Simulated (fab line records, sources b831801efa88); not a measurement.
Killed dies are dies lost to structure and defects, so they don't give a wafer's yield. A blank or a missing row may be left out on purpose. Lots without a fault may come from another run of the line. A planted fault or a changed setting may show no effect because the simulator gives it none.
Which tool did it? | flow gf180mcu | 11 lots, 33 wafers sampled, at 2 steps of a route of 602

WHAT THE GAUGES READ, wafer by wafer
GF_V2_THK_MEAS_01.
lot  | measured     | on            | V2_CVD_00_THK (nm)
L244 | day 19 04:30 | film_metro-01 | 615 605 597
L249 | day 21 08:14 | film_metro-03 | 617 619 598
L250 | day 21 14:37 | film_metro-03 | 605 599 602
L256 | day 24 02:02 | film_metro-04 | 603 607 606
L258 | day 24 09:38 | film_metro-01 | 598 601 605
L260 | day 25 04:46 | film_metro-03 | 605 601 597
L262 | day 25 14:38 | film_metro-04 | 608 600 603
L263 | day 25 21:54 | film_metro-03 | 600 613 608
L264 | day 26 08:53 | film_metro-03 | 594 585 597
L265 | day 26 17:13 | film_metro-04 | 600 603 605
L266 | day 26 21:34 | film_metro-04 | 610 620 617

GF_V2_THK_MEAS_03.
lot  | measured     | on            | V2_CVD_02_THK (nm)
L244 | day 19 04:38 | film_metro-04 | 876 870 856
L249 | day 21 08:22 | film_metro-04 | 850 850 862
L250 | day 21 14:44 | film_metro-03 | 840 844 864
L256 | day 24 02:10 | film_metro-03 | 858 857 867
L258 | day 24 09:46 | film_metro-04 | 856 874 863
L260 | day 25 04:53 | film_metro-04 | 841 841 855
L262 | day 25 14:46 | film_metro-01 | 845 875 863
L263 | day 25 22:02 | film_metro-04 | 837 832 847
L264 | day 26 09:01 | film_metro-04 | 857 863 849
L265 | day 26 17:21 | film_metro-04 | 838 833 856
L266 | day 26 21:41 | film_metro-03 | 877 867 866

WHICH TOOL RAN EACH LOT (tool, then ch and the chambers of the sampled wafers, then the start)
The record holds no process step before these readings.

WHAT THE TOOLS THEMSELVES READ (means of the sampled wafers that have a number; where no wafer has one, the mark that the record gives instead)
The record holds no such reading with a usual standard deviation.

THE ANSWER, worked out from the rows above alone
Rule: what is usual is taken from the lots themselves. Put in order of their means at a reading, lots are off if they are a third of the lots or fewer, leave a main group of 4 or more, and stand apart from it by a gap of 3 or more times the standard deviation of the main group's means; of several such gaps the widest counts. A main group whose means are all the same, to the digits that the tables above print for the reading, isn't used. A lot without any number at a reading at which 4 lots or more have one is off too. The other lots that the step has rows for count as sound. The gauges are gone through in route order, then the tools' own readings, and for those a lot's mean is taken as printed above. The first step at which some lot is off is used, and at that step the reading that is off furthest; a lot without a number counts as furthest.
No lot is off at any reading shown: from this, nothing can be told.

WHAT THE SIMULATOR HAD PUT IN
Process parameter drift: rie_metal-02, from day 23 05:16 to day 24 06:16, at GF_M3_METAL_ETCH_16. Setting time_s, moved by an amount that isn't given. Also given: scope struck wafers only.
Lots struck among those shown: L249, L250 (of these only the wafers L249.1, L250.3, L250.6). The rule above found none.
